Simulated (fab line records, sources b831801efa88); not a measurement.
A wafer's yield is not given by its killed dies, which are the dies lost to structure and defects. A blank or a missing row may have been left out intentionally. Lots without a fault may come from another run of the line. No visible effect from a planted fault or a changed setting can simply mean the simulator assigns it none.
A struck lot beside a sound one ; flow sky130 ; 43 steps out of a route of 708
Sound: wafers L143.1, L143.2, L143.3. Wafers L158.1, L158.2, L158.3 were the ones struck. The cause is given at the end.
Order at every step that has rows: each side's tool, ch and its chambers, its first start. Under that, the readings that differ: sound wafers ; struck wafers ; difference of the means ; sigmas: that difference in standard deviations of wafers without a fault.
alike: a reading whose means differ by less than 2 such deviations, as well as words and numbers matching on both sides. not compared: withheld readings; readings where some wafer has no value; bounds like >300 that might hide an equal value; numbers whose values overlap and for which the record gives no deviation.
The two part at a step that has a row with sigmas, a row that says differs or no value, or rows on one side only. Numbers that have no deviation but don't overlap get no sigmas and don't part them. Lack of a reading on every wafer of one side parts them only where that side has two or more wafers.

SKY_METAL5_SPUTTER_04: material TiN, target thk 70 nm, time 58.3 s.
  sound on pvd_sputter-04, day 44 04:29; struck on pvd_sputter-01, day 48 04:37
  alike: cathode_dc_power_W, throttle_valve_pct
SKY_METAL5_RS_MEAS_05: measures by four-point-probe.
  sound on film_metro-03, day 44 04:32; struck on film_metro-02, day 48 04:40
  alike: METAL5_ALCU_RS
SKY_METAL5_THK_MEAS_06: measures by xrf.
  sound on film_metro-03, day 44 04:39; struck on film_metro-02, day 48 04:47
  alike: METAL5_ALCU_THK
then, 7 steps without rows for these wafers: SKY_METAL5_DEHYDRATE_07 (time 60 s); SKY_METAL5_HMDS_08 (prime time 60 s); SKY_METAL5_COAT_09 (resist thk 1800 nm); SKY_METAL5_SOFTBAKE_10 (time 60 s); SKY_METAL5_EXPOSE_11 (exposes mask MM5, target cd 1600 nm); SKY_METAL5_PEB_12; SKY_METAL5_DEVELOP_13 (develop time 60 s).
SKY_METAL5_DESCUM_14: chemistry O2, time 11 s.
  sound on rie_metal-04 ch 0,1, day 45 02:26; struck on rie_metal-01 ch 0,1, day 48 23:00
  alike: drypump_motor_current_A, oes_product_au
  not compared: rf_hours_counter_h
then, 1 step without rows for these wafers: SKY_METAL5_METAL_ETCH_15 (etches the open film in Cl2/BCl3, stops on SiO2, target depth 1260 nm, time 252 s).
SKY_METAL5_STRIP_16: strips in O2/N2.
  sound on plasma_asher-03 ch 0,1, day 45 02:43; struck on plasma_asher-03 ch 0,1, day 48 23:16
  alike: drypump_motor_current_A, oes_product_au, strip_time_to_endpoint_s
  not compared: rf_hours_counter_h
then, 3 steps without rows for these wafers: SKY_METAL5_STRIP_17 (strips in post etch residue remover, time 1200 s); SKY_METAL5_CLEAN_18 (cleans in IPA, time 180 s); SKY_METAL5_CLEAN_19 (cleans in O3/DIW).
SKY_PASSIVATION_CVD_00: deposits SiO2, target thk 90 nm.
  sound on pecvd-02 ch 0,1,2, day 45 03:18; struck on pecvd-01 ch 0,1,2, day 48 23:52
  alike: heater_power_w
SKY_PASSIVATION_THK_MEAS_01:
  sound on film_metro-02, day 45 03:19; struck on film_metro-01, day 48 23:53
  alike: PASSIVATION_CVD_00_THK
then, 1 step without rows for these wafers: SKY_PASSIVATION_CVD_02 (deposits Si3N4, target thk 540 nm).
SKY_PASSIVATION_THK_MEAS_03:
  sound on film_metro-01, day 45 03:37; struck on film_metro-03, day 49 00:10
reading;sound;struck;difference;sigmas
PASSIVATION_CVD_02_THK (nm);519 533 525;546 548 550;+22;+3
then, 16 steps without rows for these wafers: SKY_PASSIVATION_DEHYDRATE_04 (time 60 s); SKY_PASSIVATION_HMDS_05 (prime time 60 s); SKY_PASSIVATION_COAT_06 (resist thk 3049 nm); SKY_PASSIVATION_SOFTBAKE_07; SKY_PASSIVATION_EXPOSE_08 (exposes mask NSM, target cd 3000 nm); SKY_PASSIVATION_PEB_09; SKY_PASSIVATION_DEVELOP_10 (develop time 60 s); SKY_PASSIVATION_ETCH_11 (etches the open film in CF4/O2, stops on AlCu, target depth 725 nm, time 161.1 s); SKY_PASSIVATION_STRIP_12 (strips in O2/N2); SKY_PAD_OPEN_DEHYDRATE_00 (time 60 s); SKY_PAD_OPEN_HMDS_01 (prime time 60 s); SKY_PAD_OPEN_COAT_02 (resist thk 3000 nm); SKY_PAD_OPEN_SOFTBAKE_03; SKY_PAD_OPEN_EXPOSE_04 (exposes mask PDM, target cd 60000 nm); SKY_PAD_OPEN_PEB_05; SKY_PAD_OPEN_DEVELOP_06 (develop time 60 s).
SKY_PAD_OPEN_ETCH_07: etches the open film in CF4/O2, stops on AlCu, target depth 725 nm, time 161.1 s.
  sound on rie_diel-02 ch 0,2,3, day 46 20:11; struck on rie_diel-04 ch 0,1,3, day 50 09:32
reading;sound;struck;difference;sigmas
oes_product_au (a.u.);0.958 0.970 0.967;0.980 0.977 0.983;+0.015;+2
  alike: cf4_flow_sccm, drypump_motor_current_A, throttle_valve_pct
  not compared: rf_hours_counter_h
SKY_PAD_OPEN_STRIP_08: strips in O2/N2.
  sound on plasma_asher-04 ch 0,1, day 46 20:18; struck on plasma_asher-04 ch 0,1, day 50 09:38
  alike: drypump_motor_current_A, oes_product_au, strip_time_to_endpoint_s
  not compared: rf_hours_counter_h
then, 4 steps without rows for these wafers: SKY_PAD_OPEN_STRIP_09 (strips in post etch residue remover, time 1200 s); SKY_PAD_OPEN_CLEAN_10 (cleans in IPA, time 180 s); SKY_PAD_OPEN_CLEAN_11 (cleans in O3/DIW); SKY_PAD_OPEN_ANNEAL_12.
SKY_PAD_OPEN_PROBE_99:
  rows exist in the record for the struck wafers here (prober-02, day 50 11:57), but not for the sound ones

WHERE THEY PART
At SKY_PASSIVATION_THK_MEAS_03 first; at SKY_PAD_OPEN_PROBE_99 last (within this record only).

WHY: whatever the simulator had introduced
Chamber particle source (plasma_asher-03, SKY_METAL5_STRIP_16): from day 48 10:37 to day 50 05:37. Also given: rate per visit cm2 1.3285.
